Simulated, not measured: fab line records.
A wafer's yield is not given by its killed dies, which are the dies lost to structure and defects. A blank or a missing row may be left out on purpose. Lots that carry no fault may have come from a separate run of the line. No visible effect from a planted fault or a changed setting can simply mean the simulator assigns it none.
One fault seen from 2 desks | flow gf180mcu | each desk holds nothing but its own numbers, with what lay behind them at the end

== FOR THE TOOL OWNER'S DESK: cvd_w-01 ==
The tool's own readings at GF_V3_CVD_23 (deposits W, target thk 350 nm, time 104.9 s): means of the sampled wafers that have a number, for each lot that ran on this tool. A lot is out of limits, marked OUT, if its mean lies more than 4 standard deviations from the usual mean; the brackets give that distance.
Columns: A = heater_power_outer_w at GF_V3_CVD_23, usual 545 W; B = heater_power_w at GF_V3_CVD_23, usual 870 W
lot  | first seen here | A   | B
L349 | day 23 07:59    | 513 | 802
L353 | day 24 09:34    | 537 | 840
L355 | day 25 11:53    | 544 | 848
L366 | day 28 12:51    | 567 | 865
L367 | day 28 18:29    | 578 | 873
L371 | day 29 15:10    | 543 | 850
This desk's finding: nothing out of limits on any of the 6 lots.

== AT THE METROLOGY DESK ==
What the gauges read, lot by lot, whatever tool the lot ran on: means of the sampled wafers that have a number. A lot is out of limits, marked OUT, if its mean lies more than 4 standard deviations from the usual mean; the brackets give that distance.
Columns: A = M3_ALCU_THK at GF_M3_THK_MEAS_06, usual 454 nm; B = V3_BOW at GF_V3_BOW_MEAS_05, usual 119 um; C = V3_W_RS at GF_V3_RS_MEAS_24, usual 0.327 ohm/sq; D = V3_W_THK at GF_V3_THK_MEAS_25, usual 351 nm
lot  | first seen here | A   | B   | C               | D
L349 | day 21 07:43    | 455 | 109 | 0.321           | 359
L352 | day 22 02:50    | 451 | 118 | 0.334           | 342
L353 | day 22 09:50    | 457 | 132 | 0.409 (+13) OUT | 303 (-5.6) OUT
L355 | day 23 13:35    | 454 | 127 | 0.406 (+13) OUT | 309 (-4.9) OUT
L362 | day 25 10:21    | 464 | 121 | 0.328           | 347
L365 | day 26 09:41    | 452 | 110 | 0.332           | 342
L366 | day 26 18:14    | 448 | 131 | 0.320           | 354
L367 | day 27 01:27    | 454 | 118 | 0.323           | 350
L369 | day 27 10:46    | 451 | 126 | 0.334           | 344
L370 | day 27 15:49    | 455 | 113 | 0.329           | 351
L371 | day 27 21:58    | 452 | 119 | 0.318           | 369
This desk reports L353, L355 out of limits; the earliest was L353 at day 24 09:41 (V3_W_RS at GF_V3_RS_MEAS_24). Within limits: L349, L352, L362, L365, L366, L367, L369, L370, L371.

== TAKEN TOGETHER ==
L353, L355 would have let the metrology desk raise an alarm at day 24 09:41.
The desk of the tool owner found nothing out of limits.
The tool owner's desk has L353, L355 on record, within its limits.
Of the lots named, all ran GF_V3_CVD_23 on cvd_w-01.

== WHAT HAD BEEN PUT IN BY THE SIMULATOR ==
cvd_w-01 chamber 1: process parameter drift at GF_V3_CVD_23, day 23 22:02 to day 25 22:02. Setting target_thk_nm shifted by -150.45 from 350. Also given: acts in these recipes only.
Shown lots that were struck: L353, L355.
Delay in hours, fault start to first out-of-limits reading, per desk: metrology desk 12.
